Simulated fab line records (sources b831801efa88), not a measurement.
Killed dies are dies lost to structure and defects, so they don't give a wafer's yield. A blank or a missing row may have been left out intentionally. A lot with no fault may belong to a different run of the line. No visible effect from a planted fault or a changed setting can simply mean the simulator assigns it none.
fab line records + flow gf180mcu
record:
- lots: 13
- wafers: 38
- last-day: 34
route steps=602 shown STI@23 VT_IMPLANT@99 SALICIDE@280 V1@340
lots that met no fault: from a run of the same line without faults
start-h: start of the lot's first displayed wafer, in hours after the record's first day + wait-h: how many hours have passed since the lot's step before this one + " same as the row above + L1.1+2: a single row standing in for several wafers + - no value, or no start given + * or withheld: withheld + < > ~ a bound
route shown NAME@n: a module of which the file shows steps, and the number in the route of the first + usual: the fault-free wafers' mean and standard deviation + same: alike in all rows + chamber/n: place in a boat + sites: the reading at each site + _std_site: the values' standard deviation + _edge_site: the outer-site mean with the inner-site mean subtracted + radius-mm: how far each site lies from the wafer's centre + mask NAME#n: copy n + behind: the most recent tool/chamber to have shaped the wafer + hold: the reason the lot was held/the length of the hold in hours/how it ended + device: the transistor (n, p or np) that didn't switch + end of line: at the end of the route, the tests of the same wafers + a step without rows: its recipe alone + killed: count of dies lost to structure and defects at first sort (not the wafer's yield) + map: a wafer's dies, x killed, . not, _ none there
set.NAME: the setting that was run; set.NAME@STEP: the one run at that earlier step + model.NAME: the simulator's own value behind a step, which no gauge read
steps of the route over a sample of lots; a table a step, a row a wafer
services: the hour from which a tool's chamber was out of use, counted from the record's first day as start-h (under 0 if before that day), plus the number of hours and why
== steps ==
step: GF_STI_THK_MEAS_22
recipe:
- reads: SiO2_of_STI_OXIDATION_21
usual:
- STI_OXIDATION_01_THK: 14.75/0.25
| lot.wafer | tool          | chamber | start-h | wait-h | STI_OXIDATION_01_THK[nm] |
|-----------|---------------|---------|---------|--------|--------------------------|
| L427.2    | film-metro-03 | -       | 28.69   | 0.0    | 14.76                    |
| L427.4    | "             | -       | "       | "      | 14.76                    |
| L427.5    | "             | -       | "       | "      | 14.79                    |
| L428.1    | film-metro-02 | -       | 33.80   | 0.0    | 14.61                    |
| L428.3    | "             | -       | "       | "      | 14.67                    |
| L428.6    | "             | -       | "       | "      | 14.59                    |
| L429.1    | film-metro-01 | -       | 37.96   | 0.0    | 14.74                    |
| L429.2    | "             | -       | "       | "      | 14.75                    |
| L429.5    | "             | -       | "       | "      | 14.97                    |
| L430.1    | film-metro-02 | -       | 44.32   | 0.0    | 14.90                    |
| L430.3    | "             | -       | "       | "      | 14.86                    |
| L430.5    | "             | -       | "       | "      | 14.41                    |
| L431.1    | film-metro-02 | -       | 49.26   | 0.0    | 14.61                    |
| L431.4    | "             | -       | "       | "      | 14.60                    |
| L431.5    | "             | -       | "       | "      | 14.75                    |
| L433.2    | film-metro-02 | -       | 58.77   | 0.0    | 14.72                    |
| L433.4    | "             | -       | "       | "      | 14.93                    |
| L433.6    | "             | -       | "       | "      | 14.74                    |
| L434.3    | film-metro-01 | -       | 62.69   | 0.0    | 14.79                    |
| L434.5    | "             | -       | "       | "      | 14.72                    |
| L434.6    | "             | -       | "       | "      | 14.85                    |
| L436.2    | film-metro-03 | -       | 73.64   | 0.0    | 15.15                    |
| L436.5    | "             | -       | "       | "      | 14.87                    |
| L436.6    | "             | -       | "       | "      | 15.01                    |
| L442.2    | film-metro-03 | -       | 105.35  | 0.0    | 14.64                    |
| L442.6    | "             | -       | "       | "      | 14.49                    |
| L443.1    | film-metro-02 | -       | 109.49  | 0.0    | 14.37                    |
| L443.2    | "             | -       | "       | "      | 14.36                    |
| L443.5    | "             | -       | "       | "      | 14.59                    |
| L444.1    | film-metro-03 | -       | 115.11  | 0.0    | 14.38                    |
| L444.2    | "             | -       | "       | "      | 14.51                    |
| L444.5    | "             | -       | "       | "      | 14.53                    |
| L448.3    | film-metro-01 | -       | 135.21  | 0.0    | 14.42                    |
| L448.4    | "             | -       | "       | "      | 14.61                    |
| L448.5    | "             | -       | "       | "      | 14.50                    |
| L449.3    | film-metro-02 | -       | 140.12  | 0.0    | 14.52                    |
| L449.5    | "             | -       | "       | "      | 14.71                    |
| L449.6    | "             | -       | "       | "      | 14.69                    |
step: GF_VT_IMPLANT_STRIP_09
recipe:
- chemistry: O2/N2
- power-w: 1400
- pressure-mtorr: 1500
- platen-temp-c: 250
- o2-flow-sccm: 3000
- n2-flow-sccm: 300
- overash-fraction: 0.5
usual:
- chamber-pressure-mTorr: 1499.9/1.3
- drypump-motor-current-A: 5.8/0.48
- heater-power-w: 315/21
- o2-flow-sccm: 3000/8.7
- oes-product-au: 0.716/0.0045
- strip-time-to-endpoint-s: 12.63/0.036
| lot.wafer | tool            | chamber | start-h | wait-h | chamber-pressure-mTorr | drypump-motor-current-A | heater-power-w | o2-flow-sccm | oes-product-au | rf-hours-counter-h | strip-time-to-endpoint-s |
|-----------|-----------------|---------|---------|--------|------------------------|-------------------------|----------------|--------------|----------------|--------------------|--------------------------|
| L427.2    | plasma-asher-01 | 0       | 111.98  | 0.1    | 1500.6                 | 6.0                     | 282            | 2986         | 0.718          | 47                 | 12.58                    |
| L427.4    | "               | 1       | "       | "      | 1501.1                 | 5.9                     | 335            | 3013         | 0.714          | -                  | 12.59                    |
| L427.5    | "               | 1       | "       | "      | 1502.5                 | 5.8                     | 344            | 3015         | 0.718          | -                  | 12.59                    |
| L428.1    | plasma-asher-04 | 0       | 118.35  | 0.1    | 1499.9                 | 6.2                     | 331            | 3004         | 0.722          | 0                  | 12.62                    |
| L428.3    | "               | 1       | "       | "      | 1501.4                 | 4.9                     | 298            | 3004         | 0.721          | -                  | 12.62                    |
| L428.6    | "               | 0       | "       | "      | 1499.9                 | 6.2                     | 326            | 3005         | 0.720          | -                  | 12.65                    |
| L429.1    | plasma-asher-04 | 0       | 123.79  | 0.1    | 1501.4                 | 6.3                     | 338            | 3005         | 0.718          | 1                  | 12.61                    |
| L429.2    | "               | 1       | "       | "      | 1499.4                 | 4.9                     | 308            | 2997         | 0.712          | 1                  | 12.63                    |
| L429.5    | "               | 0       | "       | "      | 1501.3                 | 6.3                     | 322            | 2997         | 0.718          | -                  | 12.62                    |
| L430.1    | plasma-asher-01 | 0       | 128.99  | 0.1    | 1499.6                 | 5.9                     | 273            | 3022         | 0.720          | 49                 | 12.65                    |
| L430.3    | "               | 1       | "       | "      | 1501.0                 | 5.9                     | 334            | 3002         | 0.710          | -                  | 12.62                    |
| L430.5    | "               | 0       | "       | "      | 1499.5                 | 6.0                     | 278            | 3008         | 0.718          | -                  | 12.61                    |
| L431.1    | plasma-asher-03 | 0       | 137.54  | 0.1    | 1498.4                 | 6.0                     | 311            | 3005         | 0.715          | 50                 | 12.66                    |
| L431.4    | "               | 0       | "       | "      | 1500.3                 | 6.0                     | 316            | 2992         | 0.716          | -                  | 12.60                    |
| L431.5    | "               | 0       | "       | "      | 1499.7                 | 6.0                     | 306            | 2995         | 0.718          | -                  | 12.58                    |
| L433.2    | plasma-asher-04 | 1       | 146.09  | 0.1    | 1502.0                 | 5.0                     | 306            | 3008         | 0.717          | 3                  | 12.68                    |
| L433.4    | "               | 1       | "       | "      | 1498.3                 | 4.9                     | 313            | 3004         | 0.718          | -                  | 12.66                    |
| L433.6    | "               | 0       | "       | "      | 1499.0                 | 6.2                     | 331            | 3007         | 0.710          | -                  | 12.63                    |
| L434.3    | plasma-asher-04 | 1       | 152.58  | 0.1    | 1500.1                 | 4.9                     | 300            | 3006         | 0.720          | -                  | 12.69                    |
| L434.5    | "               | 1       | "       | "      | 1503.0                 | 5.0                     | 304            | 2994         | 0.712          | -                  | 12.72                    |
| L434.6    | "               | 0       | "       | "      | 1498.0                 | 6.2                     | 326            | 2988         | 0.716          | -                  | 12.71                    |
| L436.2    | plasma-asher-03 | 1       | 166.14  | 0.1    | 1500.4                 | 5.8                     | 333            | 2993         | 0.719          | 53                 | 12.62                    |
| L436.5    | "               | 0       | "       | "      | 1500.5                 | 6.0                     | 301            | 3002         | 0.707          | -                  | 12.63                    |
| L436.6    | "               | 1       | "       | "      | 1498.7                 | 5.8                     | 332            | 2998         | 0.718          | -                  | 12.58                    |
| L442.2    | plasma-asher-01 | 0       | 203.39  | 0.1    | 1501.4                 | 6.0                     | 283            | 2998         | 0.717          | 57                 | 12.60                    |
| L442.6    | "               | 1       | "       | "      | 1500.3                 | 5.9                     | 329            | 2997         | 0.711          | -                  | 12.62                    |
| L443.1    | plasma-asher-03 | 1       | 209.08  | 0.1    | 1498.8                 | 5.8                     | 332            | 2993         | 0.709          | 57                 | 12.64                    |
| L443.2    | "               | 0       | "       | "      | 1501.9                 | 6.1                     | 307            | 2993         | 0.715          | 57                 | 12.63                    |
| L443.5    | "               | 1       | "       | "      | 1497.6                 | 5.8                     | 341            | 2991         | 0.721          | -                  | 12.66                    |
| L444.1    | plasma-asher-04 | 0       | 215.49  | 0.1    | 1502.9                 | 6.3                     | 337            | 2992         | 0.717          | 10                 | 12.66                    |
| L444.2    | "               | 1       | "       | "      | 1502.1                 | 4.9                     | 301            | 3004         | 0.717          | 10                 | 12.63                    |
| L444.5    | "               | 1       | "       | "      | 1500.2                 | 4.9                     | 303            | 3013         | 0.713          | -                  | 12.62                    |
| L448.3    | plasma-asher-04 | 0       | 239.73  | 0.1    | 1497.8                 | 6.2                     | 322            | 2999         | 0.721          | -                  | 12.60                    |
| L448.4    | "               | 1       | "       | "      | 1499.8                 | 4.9                     | 302            | 2993         | 0.713          | -                  | 12.63                    |
| L448.5    | "               | 1       | "       | "      | 1501.0                 | 4.9                     | 308            | 2993         | 0.713          | -                  | 12.66                    |
| L449.3    | plasma-asher-03 | 1       | 245.27  | 0.1    | 1498.5                 | 5.8                     | 325            | 3006         | 0.718          | -                  | 12.58                    |
| L449.5    | "               | 1       | "       | "      | 1499.7                 | 5.8                     | 339            | 3002         | 0.718          | -                  | 12.63                    |
| L449.6    | "               | 0       | "       | "      | 1498.9                 | 6.0                     | 308            | 3009         | 0.720          | -                  | 12.64                    |
step: GF_SALICIDE_SPUTTER_02
recipe:
- material: Co
- target-thk-nm: 10
- power-w: 1000
- time-s: 20
- chamber-pressure-pa: 0.4
usual:
- throttle-valve-pct: 30.2/0.74
| lot.wafer | tool           | chamber | start-h | wait-h | throttle-valve-pct |
|-----------|----------------|---------|---------|--------|--------------------|
| L427.2    | pvd-sputter-03 | -       | 340.00  | 0.0    | 30.2               |
| L427.4    | "              | -       | "       | "      | 29.9               |
| L427.5    | "              | -       | "       | "      | 30.1               |
| L428.1    | pvd-sputter-03 | -       | 347.65  | 0.0    | 29.7               |
| L428.3    | "              | -       | "       | "      | 29.4               |
| L428.6    | "              | -       | "       | "      | 30.2               |
| L429.1    | pvd-sputter-01 | -       | 358.65  | 0.0    | 29.9               |
| L429.2    | "              | -       | "       | "      | 30.7               |
| L429.5    | "              | -       | "       | "      | 30.3               |
| L430.1    | pvd-sputter-03 | -       | 362.75  | 0.0    | 30.1               |
| L430.3    | "              | -       | "       | "      | 30.0               |
| L430.5    | "              | -       | "       | "      | 30.4               |
| L431.1    | pvd-sputter-03 | -       | 375.15  | 0.0    | 30.1               |
| L431.4    | "              | -       | "       | "      | 30.5               |
| L431.5    | "              | -       | "       | "      | 31.0               |
| L433.2    | pvd-sputter-03 | -       | 391.17  | 0.0    | 30.4               |
| L433.4    | "              | -       | "       | "      | 30.6               |
| L433.6    | "              | -       | "       | "      | 30.7               |
| L434.3    | pvd-sputter-03 | -       | 399.70  | 0.0    | 30.1               |
| L434.5    | "              | -       | "       | "      | 29.9               |
| L434.6    | "              | -       | "       | "      | 29.9               |
| L436.2    | pvd-sputter-03 | -       | 421.10  | 0.0    | 31.0               |
| L436.5    | "              | -       | "       | "      | 30.9               |
| L436.6    | "              | -       | "       | "      | 30.2               |
| L442.2    | pvd-sputter-03 | -       | 471.55  | 0.0    | 29.7               |
| L442.6    | "              | -       | "       | "      | 30.2               |
| L443.1    | pvd-sputter-03 | -       | 475.21  | 0.0    | 29.8               |
| L443.2    | "              | -       | "       | "      | 30.8               |
| L443.5    | "              | -       | "       | "      | 31.0               |
| L444.1    | pvd-sputter-03 | -       | 490.91  | 0.0    | 30.0               |
| L444.2    | "              | -       | "       | "      | 31.0               |
| L444.5    | "              | -       | "       | "      | 30.9               |
| L448.3    | pvd-sputter-01 | -       | 515.53  | 0.0    | 30.7               |
| L448.4    | "              | -       | "       | "      | 30.1               |
| L448.5    | "              | -       | "       | "      | 27.8               |
| L449.3    | pvd-sputter-01 | -       | 523.85  | 0.0    | 27.7               |
| L449.5    | "              | -       | "       | "      | 30.2               |
| L449.6    | "              | -       | "       | "      | 29.8               |
step: GF_SALICIDE_RS_MEAS_04
recipe:
- thk-meas-gauge: four-point-probe
- reads: TiN_of_SALICIDE_SPUTTER_03+Co_of_SALICIDE_SPUTTER_02
usual:
- SALICIDE_TIN_RS: 16.5/0.41
| lot.wafer | tool          | chamber | start-h | wait-h | SALICIDE_TIN_RS[ohm/sq] |
|-----------|---------------|---------|---------|--------|-------------------------|
| L427.2    | film-metro-01 | -       | 340.07  | 0.0    | 16.7                    |
| L427.4    | "             | -       | "       | "      | 16.4                    |
| L427.5    | "             | -       | "       | "      | 16.4                    |
| L428.1    | film-metro-01 | -       | 347.70  | 0.0    | 16.8                    |
| L428.3    | "             | -       | "       | "      | 16.6                    |
| L428.6    | "             | -       | "       | "      | 17.0                    |
| L429.1    | film-metro-03 | -       | 358.71  | 0.0    | 16.2                    |
| L429.2    | "             | -       | "       | "      | 16.1                    |
| L429.5    | "             | -       | "       | "      | 16.2                    |
| L430.1    | film-metro-01 | -       | 362.80  | 0.0    | 16.6                    |
| L430.3    | "             | -       | "       | "      | 16.0                    |
| L430.5    | "             | -       | "       | "      | 16.6                    |
| L431.1    | film-metro-03 | -       | 375.20  | 0.0    | 16.9                    |
| L431.4    | "             | -       | "       | "      | 16.1                    |
| L431.5    | "             | -       | "       | "      | 16.4                    |
| L433.2    | film-metro-01 | -       | 391.24  | 0.0    | 16.8                    |
| L433.4    | "             | -       | "       | "      | 16.0                    |
| L433.6    | "             | -       | "       | "      | 16.0                    |
| L434.3    | film-metro-01 | -       | 399.79  | 0.1    | 17.0                    |
| L434.5    | "             | -       | "       | "      | 17.2                    |
| L434.6    | "             | -       | "       | "      | 16.2                    |
| L436.2    | film-metro-01 | -       | 421.17  | 0.0    | 16.5                    |
| L436.5    | "             | -       | "       | "      | 16.4                    |
| L436.6    | "             | -       | "       | "      | 16.9                    |
| L442.2    | film-metro-01 | -       | 471.62  | 0.0    | 22.0                    |
| L442.6    | "             | -       | "       | "      | 17.3                    |
| L443.1    | film-metro-01 | -       | 475.26  | 0.0    | 16.4                    |
| L443.2    | "             | -       | "       | "      | 21.4                    |
| L443.5    | "             | -       | "       | "      | 16.5                    |
| L444.1    | film-metro-03 | -       | 490.96  | 0.0    | 16.0                    |
| L444.2    | "             | -       | "       | "      | 20.9                    |
| L444.5    | "             | -       | "       | "      | 16.1                    |
| L448.3    | film-metro-04 | -       | 515.63  | 0.1    | 16.0                    |
| L448.4    | "             | -       | "       | "      | 15.9                    |
| L448.5    | "             | -       | "       | "      | 16.4                    |
| L449.3    | film-metro-04 | -       | 523.94  | 0.1    | 16.0                    |
| L449.5    | "             | -       | "       | "      | 16.1                    |
| L449.6    | "             | -       | "       | "      | 15.6                    |
step: GF_V1_BOW_MEAS_05
recipe:
- mode: bow
usual:
- V1_BOW: 81/8.2
| lot.wafer | tool          | chamber | start-h | wait-h | V1_BOW[um] |
|-----------|---------------|---------|---------|--------|------------|
| L427.2    | film-metro-01 | -       | 387.95  | 0.2    | 69         |
| L427.4    | "             | -       | "       | "      | 61         |
| L427.5    | "             | -       | "       | "      | 82         |
| L428.1    | film-metro-03 | -       | 397.23  | 0.1    | 73         |
| L428.3    | "             | -       | "       | "      | 65         |
| L428.6    | "             | -       | "       | "      | 77         |
| L429.1    | film-metro-03 | -       | 408.02  | 0.2    | 81         |
| L429.2    | "             | -       | "       | "      | 91         |
| L429.5    | "             | -       | "       | "      | 75         |
| L430.1    | film-metro-02 | -       | 411.63  | 0.1    | 87         |
| L430.3    | "             | -       | "       | "      | 94         |
| L430.5    | "             | -       | "       | "      | 87         |
| L431.1    | film-metro-01 | -       | 424.87  | 0.1    | 85         |
| L431.4    | "             | -       | "       | "      | 81         |
| L431.5    | "             | -       | "       | "      | 75         |
| L433.2    | film-metro-02 | -       | 443.04  | 0.2    | 72         |
| L433.4    | "             | -       | "       | "      | 86         |
| L433.6    | "             | -       | "       | "      | 97         |
| L434.3    | film-metro-02 | -       | 452.65  | 0.3    | 94         |
| L434.5    | "             | -       | "       | "      | 87         |
| L434.6    | "             | -       | "       | "      | 86         |
| L436.2    | film-metro-03 | -       | 473.48  | 0.1    | 77         |
| L436.5    | "             | -       | "       | "      | 85         |
| L436.6    | "             | -       | "       | "      | 83         |
| L442.2    | film-metro-02 | -       | 523.02  | 0.3    | 74         |
| L442.6    | "             | -       | "       | "      | 66         |
| L443.1    | film-metro-03 | -       | 526.10  | 0.2    | 93         |
| L443.2    | "             | -       | "       | "      | 84         |
| L443.5    | "             | -       | "       | "      | 78         |
| L444.1    | film-metro-01 | -       | 540.24  | 0.1    | 70         |
| L444.2    | "             | -       | "       | "      | 73         |
| L444.5    | "             | -       | "       | "      | 71         |
| L448.3    | film-metro-03 | -       | 564.58  | 0.2    | 74         |
| L448.4    | "             | -       | "       | "      | 82         |
| L448.5    | "             | -       | "       | "      | 78         |
| L449.3    | film-metro-02 | -       | 572.79  | 0.2    | 82         |
| L449.5    | "             | -       | "       | "      | 73         |
| L449.6    | "             | -       | "       | "      | 67         |
== services ==
| tool            | chamber | start-h | hours | kind                   |
|-----------------|---------|---------|-------|------------------------|
| plasma-asher-04 | -       | 99.12   | 6.5   | repair                 |
| pvd-sputter-01  | -       | 99.59   | 1.3   | repair                 |
| plasma-asher-01 | -       | 102.50  | 1.2   | repair                 |
| plasma-asher-04 | -       | 108.75  | 9.0   | pm                     |
| plasma-asher-04 | 0       | 108.75  | 9.0   | vent-cycle             |
| plasma-asher-04 | 1       | 108.75  | 9.0   | vent-cycle             |
| pvd-sputter-01  | -       | 129.19  | 0.6   | repair                 |
| pvd-sputter-03  | 3       | 146.01  | -     | consumable-replace:kit |
| pvd-sputter-03  | 3       | 146.01  | 18.0  | scheduled-down         |
| pvd-sputter-03  | 3       | 146.01  | 18.0  | vent-cycle             |
| plasma-asher-04 | -       | 192.74  | 7.2   | pm                     |
| plasma-asher-01 | -       | 207.17  | 0.4   | repair                 |
| plasma-asher-03 | -       | 209.87  | 7.9   | repair                 |
| plasma-asher-01 | -       | 235.80  | 19.2  | repair                 |
| pvd-sputter-01  | -       | 293.88  | 12.3  | repair                 |
| plasma-asher-01 | -       | 319.44  | 1.3   | repair                 |
| plasma-asher-04 | -       | 354.91  | 0.9   | repair                 |
| pvd-sputter-01  | -       | 390.17  | 3.4   | repair                 |
| plasma-asher-01 | -       | 399.38  | 0.5   | repair                 |
| plasma-asher-04 | -       | 416.50  | 0.6   | repair                 |
| plasma-asher-03 | -       | 421.25  | 9.0   | pm                     |
| plasma-asher-03 | -       | 424.39  | 1.2   | repair                 |
| pvd-sputter-01  | -       | 432.73  | 6.8   | repair                 |
| plasma-asher-03 | -       | 452.15  | 2.8   | repair                 |
== key ==
first-sign:
- step: GF_SALICIDE_RS_MEAS_04
- reading: SALICIDE_TIN_RS
- direction: up
- sigmas: 12
- usual: 16.5
- struck: 21.4
effect none on later readings
met-at GF_SALICIDE_SPUTTER_02
struck-lots L442,L443,L444
struck-wafers L442.2,L443.2,L444.2
tester-left-out L442,L443,L444
not-acting-at GF_STI_THK_MEAS_22,GF_VT_IMPLANT_STRIP_09,GF_V1_BOW_MEAS_05
onset-between 421.10 471.55
fault:
- kind: process-parameter-drift
- tool: pvd-sputter-03
- chamber: -
- onset-h: 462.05
- steps: GF_SALICIDE_SPUTTER_02
- channel: target-thk-nm
- offset: -2.437
- shape: step
- end-h: 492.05
- scope: struck-wafers-only
- acts-in: these-recipes-only
- stated: 10
tester-left-out: of these lots the tester's yield and bins aren't shown, on N5 and GAA mostly nor the transistor test; their killed dies are dies lost to structure and defects alone, not to doping, threshold or leakage, so they don't give the yield
